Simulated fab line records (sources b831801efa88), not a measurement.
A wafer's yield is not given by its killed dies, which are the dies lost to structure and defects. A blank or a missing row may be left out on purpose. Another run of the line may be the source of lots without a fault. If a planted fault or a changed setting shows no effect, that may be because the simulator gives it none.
Chamber matching ; flow sfqLine ; rieDiel-02 running SFQ_TRILAYER_L0_VIA_ETCH_VIA_ETCH_016: 4 sister chambers
The step etches SiO2 in CHF3, stops on MoNx KI, target depth 80 nm. 8 wafers are shown with their chamber, then 8 later ones without.

## WAFERS WITH THEIR CHAMBER
wafer;chamber;drypumpMotorCurrentA (A);oesProductAu (a.u.)
L332.2;1;5.4;0.836
L333.1;0;5.8;0.825
L334.4;0;5.9;0.849
L334.5;1;5.4;0.849
L335.6;3;6.4;0.840
L337.1;3;6.4;0.840
L337.6;2;5.7;0.853
L339.2;2;5.7;0.834

## WAFERS MISSING THEIR CHAMBER
wafer;drypumpMotorCurrentA (A);oesProductAu (a.u.)
L339.3;5.9;0.832
L339.4;5.4;0.837
L351.2;5.7;0.844
L351.5;6.4;0.846
L351.6;5.4;0.859
L355.1;5.4;0.834
L355.2;6.4;0.836
L355.4;5.9;0.840

## CHAMBER TAKEN BY EACH
wafer;from the rows above;in truth
L339.3;0;0
L339.4;1;1
L351.2;2;2
L351.5;3;3
L351.6;1;1
L355.1;1;1
L355.2;3;3
L355.4;0;0
Correctly placed: 8 of 8. From these rows, 0 cannot be placed. Placed wrongly: 0.
How it was worked out, from the rows above alone: a wafer's distance from a chamber is the root of the sum, over the readings, of the square of ((its reading less the chamber's mean) divided by the reading's scatter). The wafer belongs to the nearest chamber; if the next one is less than 2 further off, it can't be placed. A chamber's mean is the mean of its shown wafers. The scatter is the square root of a quotient: the sum, over the shown wafers, of each reading's squared deviation from its chamber's mean, divided by wafers minus chambers.
